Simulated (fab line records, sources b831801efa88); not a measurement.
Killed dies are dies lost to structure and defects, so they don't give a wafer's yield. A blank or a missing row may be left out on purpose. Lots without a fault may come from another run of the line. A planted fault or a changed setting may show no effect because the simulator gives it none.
Which tool did it? | flow sky130 | 11 lots, 33 wafers sampled, at 7 steps of a route of 708

WHAT THE GAUGES READ, wafer by wafer
SKY_POLY_CUT_CD_MEAS_08: target cd 270 nm.
lot  | measured     | on        | cd_nm (nm)
L273 | day 24 17:39 | cd_sem-01 | 272.9 272.3 272.6
L276 | day 26 00:05 | cd_sem-02 | 270.4 270.7 271.6
L279 | day 27 01:55 | cd_sem-01 | 269.3 269.3 270.0
L280 | day 27 06:38 | cd_sem-02 | 268.8 269.6 269.3
L281 | day 27 10:50 | cd_sem-02 | 270.5 271.4 271.2
L282 | day 27 18:19 | cd_sem-01 | 270.8 270.1 271.5
L288 | day 30 04:00 | cd_sem-01 | 272.1 271.4 271.6
L290 | day 30 12:11 | cd_sem-02 | 271.2 271.3 272.2
L291 | day 30 22:34 | cd_sem-02 | 271.4 272.1 270.9
L292 | day 31 03:20 | cd_sem-02 | 268.0 268.5 268.5
L294 | day 31 18:56 | cd_sem-02 | 271.0 270.7 271.6

SKY_SD_P_TW_MEAS_11.
lot  | measured     | on            | SD_P_TW
L273 | day 25 23:12 | film_metro-02 | 2800 2803 2794
L276 | day 27 05:47 | film_metro-02 | 2830 2823 2814
L279 | day 28 07:25 | film_metro-02 | 2814 2809 2802
L280 | day 28 11:22 | film_metro-02 | 2709 2712 2721
L281 | day 28 16:11 | film_metro-04 | 2732 2703 2725
L282 | day 28 22:46 | film_metro-04 | 2723 2724 2717
L288 | day 31 08:07 | film_metro-02 | 2807 2802 2805
L290 | day 31 15:44 | film_metro-02 | 2803 2789 2817
L291 | day 32 02:16 | film_metro-02 | 2811 2827 2806
L292 | day 32 07:47 | film_metro-04 | 2799 2809 2788
L294 | day 32 21:32 | film_metro-01 | 2838 2847 2853

SKY_SD_N_RS_MEAS_17: measures by four-point-probe.
lot  | measured     | on            | SD_P_RS (ohm/sq)
L273 | day 28 10:01 | film_metro-01 | 147.0 146.8 147.2
L276 | day 29 15:20 | film_metro-02 | 147.3 147.2 146.8
L279 | day 30 16:59 | film_metro-04 | 147.5 147.4 147.5
L280 | day 30 19:57 | film_metro-04 | 150.0 149.8 150.2
L281 | day 31 00:40 | film_metro-04 | 150.0 149.6 149.6
L282 | day 31 07:51 | film_metro-04 | 150.4 150.4 150.4
L288 | day 33 15:25 | film_metro-04 | 147.5 147.3 147.0
L290 | day 33 22:35 | film_metro-04 | 147.0 147.1 147.4
L291 | day 34 08:56 | film_metro-02 | 147.3 147.8 147.3
L292 | day 34 13:47 | film_metro-04 | 146.8 147.3 147.1
L294 | day 35 03:00 | film_metro-01 | 146.4 146.4 145.6

SKY_METAL2_RS_MEAS_05: measures by four-point-probe.
lot  | measured     | on            | METAL2_ALCU_RS (ohm/sq)
L273 | day 34 12:58 | film_metro-03 | 0.1259 0.1286 0.1264
L276 | day 35 15:32 | film_metro-03 | 0.1269 0.1252 0.1270
L279 | day 36 14:04 | film_metro-03 | 0.1260 0.1263 0.1249
L280 | day 36 19:03 | film_metro-03 | 0.1273 0.1267 0.1279
L281 | day 36 22:40 | film_metro-03 | 0.1281 0.1262 0.1282
L282 | day 37 05:31 | film_metro-03 | 0.1269 0.1250 0.1258
L288 | day 39 09:25 | film_metro-03 | 0.1280 0.1266 0.1281
L290 | day 39 15:21 | film_metro-03 | 0.1259 0.1267 0.1261
L291 | day 40 00:38 | film_metro-02 | 0.1276 0.1284 0.1285
L292 | day 40 07:47 | film_metro-02 | 0.1288 0.1272 0.1292
L294 | day 40 22:34 | film_metro-02 | 0.1281 0.1265 0.1283

WHICH TOOL RAN EACH LOT (tool, then ch and the chambers of the sampled wafers, then the start)
lot  | SKY_SD_P_IMPLANT_09             | SKY_SD_P_STRIP_10                    | SKY_CONTACT_CVD_00
L273 | implanter-01 ch 0, day 25 22:58 | plasma_asher-03 ch 0,1, day 25 23:05 | pecvd-01 ch 1,2, day 30 21:59
L276 | implanter-01 ch 0, day 27 05:32 | plasma_asher-02 ch 0,1, day 27 05:41 | pecvd-03 ch 0,2, day 32 01:36
L279 | implanter-02 ch 0, day 28 07:11 | plasma_asher-01 ch 0,1, day 28 07:19 | pecvd-04 ch 1,2, day 33 02:07
L280 | implanter-01 ch 0, day 28 11:10 | plasma_asher-01 ch 0,1, day 28 11:16 | pecvd-03 ch 0,1, day 33 06:46
L281 | implanter-01 ch 0, day 28 15:53 | plasma_asher-03 ch 0,1, day 28 16:02 | pecvd-01 ch 0,1, day 33 10:03
L282 | implanter-01 ch 0, day 28 22:32 | plasma_asher-03 ch 0,1, day 28 22:40 | pecvd-03 ch 0,1,2, day 33 17:14
L288 | implanter-01 ch 0, day 31 07:55 | plasma_asher-03 ch 0,1, day 31 08:01 | pecvd-03 ch 1,2, day 35 23:37
L290 | implanter-04 ch 0, day 31 15:29 | plasma_asher-03 ch 0,1, day 31 15:38 | pecvd-01 ch 0,2, day 36 05:36
L291 | implanter-04 ch 0, day 32 02:02 | plasma_asher-03 ch 0,1, day 32 02:10 | pecvd-04 ch 0,1,2, day 36 16:00
L292 | implanter-01 ch 0, day 32 07:32 | plasma_asher-02 ch 0,1, day 32 07:41 | pecvd-03 ch 0,1,2, day 36 22:15
L294 | implanter-01 ch 0, day 32 21:17 | plasma_asher-01 ch 0,1, day 32 21:26 | pecvd-04 ch 0,1,2, day 37 09:44
- SKY_SD_P_IMPLANT_09
- SKY_SD_P_STRIP_10: strips in O2/N2.
- SKY_CONTACT_CVD_00: deposits Si3N4, target thk 75 nm.

WHAT THE TOOLS THEMSELVES READ (means of the sampled wafers that have a number; where no wafer has one, the mark that the record gives instead)
SKY_SD_P_IMPLANT_09.
lot  | tool         | beam_energy_keV | beam_on_s (s) | dose_ions_cm2 | faraday_current_uA
L273 | implanter-01 | 20.005          | 13.6          | 3e+15         | 12053
L276 | implanter-01 | 20.008          | 13.4          | 3e+15         | 12258
L279 | implanter-02 | 19.999          | 13.4          | 3e+15         | 12269
L280 | implanter-01 | 20.009          | 10.9          | 3e+15         | 14870
L281 | implanter-01 | 20.001          | 10.8          | 3e+15         | 15055
L282 | implanter-01 | 20.003          | 11.1          | 3e+15         | 14762
L288 | implanter-01 | 19.995          | 13.3          | 3e+15         | 12284
L290 | implanter-04 | 20.006          | 13.5          | 3e+15         | 12092
L291 | implanter-04 | 19.998          | 13.6          | 3e+15         | 12083
L292 | implanter-01 | 20.003          | 13.5          | 3e+15         | 12069
L294 | implanter-01 | 20.003          | 13.6          | 3e+15         | 12092

SKY_SD_P_STRIP_10.
lot  | tool            | drypump_motor_current_A (A) | oes_product_au (a.u.) | strip_time_to_endpoint_s (s)
L273 | plasma_asher-03 | 6.4                         | 0.616                 | 17.52
L276 | plasma_asher-02 | 5.7                         | 0.615                 | 17.46
L279 | plasma_asher-01 | 5.7                         | 0.616                 | 17.47
L280 | plasma_asher-01 | 5.7                         | 0.628                 | 17.17
L281 | plasma_asher-03 | 6.4                         | 0.624                 | 17.13
L282 | plasma_asher-03 | 6.4                         | 0.627                 | 17.14
L288 | plasma_asher-03 | 6.4                         | 0.621                 | 17.45
L290 | plasma_asher-03 | 6.4                         | 0.620                 | 17.50
L291 | plasma_asher-03 | 6.4                         | 0.615                 | 17.48
L292 | plasma_asher-02 | 5.6                         | 0.614                 | 17.49
L294 | plasma_asher-01 | 5.7                         | 0.612                 | 17.52

SKY_CONTACT_CVD_00.
lot  | tool     | heater_power_w (W)
L273 | pecvd-01 | 761
L276 | pecvd-03 | 847
L279 | pecvd-04 | 767
L280 | pecvd-03 | 692
L281 | pecvd-01 | 666
L282 | pecvd-03 | 790
L288 | pecvd-03 | 880
L290 | pecvd-01 | 669
L291 | pecvd-04 | 719
L292 | pecvd-03 | 820
L294 | pecvd-04 | 675

THE ANSWER, worked out from the rows above alone
Rule: what is usual is taken from the lots themselves. Put in order of their means at a reading, lots are off if they are a third of the lots or fewer, leave a main group of 4 or more, and stand apart from it by a gap of 3 or more times the standard deviation of the main group's means; of several such gaps the widest counts. A main group whose means are all the same, to the digits that the tables above print for the reading, isn't used. A lot without any number at a reading at which 4 lots or more have one is off too. The other lots that the step has rows for count as sound. The gauges are gone through in route order, then the tools' own readings, and for those a lot's mean is taken as printed above. The first step at which some lot is off is used, and at that step the reading that is off furthest; a lot without a number counts as furthest.
Off: L280, L281, L282, at SKY_SD_P_TW_MEAS_11 (SD_P_TW). The main group: mean 2812, standard deviation 15.
A tool fits if, at a process step before that reading, it ran every lot that is off, and no sound lot after the first of them. The gauges at SKY_SD_P_TW_MEAS_11 aren't tried: what is off there is off at SKY_SD_P_IMPLANT_09 too, on other tools, and a gauge's error can't cause that. None of those tried fits.

WHAT THE SIMULATOR HAD PUT IN
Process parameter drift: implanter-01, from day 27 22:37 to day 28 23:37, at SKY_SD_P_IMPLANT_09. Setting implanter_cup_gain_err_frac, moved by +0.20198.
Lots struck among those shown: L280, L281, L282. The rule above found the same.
